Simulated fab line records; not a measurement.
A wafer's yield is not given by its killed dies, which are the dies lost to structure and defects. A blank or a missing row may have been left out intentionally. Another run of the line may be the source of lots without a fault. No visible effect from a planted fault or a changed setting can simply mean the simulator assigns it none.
Which of the tools did it? ; flow sky130 ; 36 wafers from 12 lots sampled at 3 of the route's 708 steps

WHAT EACH GAUGE READ, for each wafer
SKY_VT_ADJUST_LVTN_OVL_MEAS_18. Usual: for VT_ADJUST_LVTN_01_OVL the level is -0.4 nm and the standard deviation is 1.3.
lot;measured;on;VT_ADJUST_LVTN_01_OVL (nm);flag
L524;day 7 15:40;overlay-01;2.6 -0.5 0.8;
L527;day 8 12:41;overlay-01;1.0 -1.1 -0.5;
L528;day 8 20:27;overlay-02;-0.8 -1.0 0.0;
L529;day 9 06:12;overlay-01;1.2 2.8 1.6;
L530;day 9 13:23;overlay-01;0.3 0.3 0.8;
L537;day 11 13:27;overlay-02;0.2 -2.1 -2.7;
L538;day 11 20:24;overlay-02;-0.6 2.6 -1.0;
L541;day 12 10:41;overlay-01;-3.3 -0.8 -1.2;
L542;day 12 17:11;overlay-02;0.0 1.5 3.4;
L543;day 13 03:42;overlay-02;-2.2 0.0 -0.5;
L545;day 13 19:24;overlay-02;-1.8 0.5 -0.5;
L547;day 14 06:44;overlay-01;-1.8 -1.6 -2.2;

SKY_SONOS_TUNNEL_TW_MEAS_12. Usual: for SONOS_TUNNEL_TW the level is 197.8 and the standard deviation is 1.
lot;measured;on;SONOS_TUNNEL_TW;flag
L524;day 11 07:10;film_metro-03;197.3 198.6 198.0;
L527;day 12 07:10;film_metro-03;197.0 197.6 199.3;
L528;day 12 18:04;film_metro-04;197.7 197.3 197.5;
L529;day 13 05:59;film_metro-01;198.6 198.5 198.3;
L530;day 13 12:40;film_metro-01;197.4 197.1 197.0;
L537;day 15 20:06;film_metro-01;199.0 200.1 200.1;
L538;day 16 06:40;film_metro-04;196.9 197.3 196.5;
L541;day 16 23:35;film_metro-04;196.7 195.5 196.1;
L542;day 17 07:11;film_metro-04;198.2 197.6 197.3;
L543;day 17 18:49;film_metro-03;198.3 199.5 198.3;
L545;day 18 12:30;film_metro-01;198.9 199.1 199.4;
L547;day 19 02:35;film_metro-04;196.3 197.7 197.0;

WHAT TOOL EACH LOT RAN ON (gives the tool, then ch and the chambers of the sampled wafers, and finally the start)
lot;SKY_PWDE_STRIP_09
L524;plasma_asher-02 ch 0,1, day 3 19:50
L527;plasma_asher-03 ch 0,1, day 4 13:23
L528;plasma_asher-04 ch 0,1, day 4 19:47
L529;plasma_asher-04 ch 0,1, day 5 03:29
L530;plasma_asher-02 ch 0,1, day 5 08:41
L537;plasma_asher-04 ch 0,1, day 7 01:16
L538;plasma_asher-04 ch 0,1, day 7 06:56
L541;plasma_asher-04 ch 0,1, day 7 18:08
L542;plasma_asher-03 ch 0,1, day 7 22:59
L543;plasma_asher-02 ch 0,1, day 8 08:35
L545;plasma_asher-03 ch 0,1, day 8 19:35
L547;plasma_asher-02 ch 0, day 9 06:05
- SKY_PWDE_STRIP_09: strips in O2/N2.

AS READ BY THE TOOLS THEMSELVES (means over the sampled wafers that have a number; for cases with no such wafer, the mark the record gives instead)
SKY_PWDE_STRIP_09. Usual: chamber_pressure_mTorr 1500.1 mTorr, standard deviation 1.3; drypump_motor_current_A 5.6 A, standard deviation 0.38; oes_product_au 0.722 a.u., standard deviation 0.0046; strip_time_to_endpoint_s 36.91 s, standard deviation 0.099.
lot;tool;chamber_pressure_mTorr (mTorr);drypump_motor_current_A (A);oes_product_au (a.u.);strip_time_to_endpoint_s (s);flag
L524;plasma_asher-02;1500.2;5.9;0.724;37.02;
L527;plasma_asher-03;1500.8;5.2;0.722;36.93;
L528;plasma_asher-04;1499.9;5.5;0.719;36.78;
L529;plasma_asher-04;1500.2;5.5;0.724;36.94;
L530;plasma_asher-02;1501.2;6.0;0.718;36.90;
L537;plasma_asher-04;1499.4;5.7;0.723;36.95;
L538;plasma_asher-04;1499.3;5.7;0.720;36.80;
L541;plasma_asher-04;1499.4;5.5;0.719;36.91;
L542;plasma_asher-03;1500.4;5.5;0.718;36.90;
L543;plasma_asher-02;1499.4;6.0;0.719;37.00;
L545;plasma_asher-03;1501.5;5.2;0.723;36.93;
L547;plasma_asher-02;1500.8;6.1;0.721;36.94;

THE ANSWER, worked out from the rows above alone
Rule: take the mean of a lot's wafers that have a number; if it is more than 3 standard deviations from the usual mean, the lot is off. A lot without any number at a reading at which 4 lots or more have one is off too. All remaining lots with rows at the step are treated as sound. Order of review: gauges by route order, followed by the tools' own readings, for which a lot's mean as printed above is used. The first step at which some lot is off is used, and at that step the reading that is off furthest; a lot without a number counts as furthest.
No lot is off on any of the readings shown, so nothing can be concluded from this.

WHAT WAS PUT IN BY THE SIMULATOR
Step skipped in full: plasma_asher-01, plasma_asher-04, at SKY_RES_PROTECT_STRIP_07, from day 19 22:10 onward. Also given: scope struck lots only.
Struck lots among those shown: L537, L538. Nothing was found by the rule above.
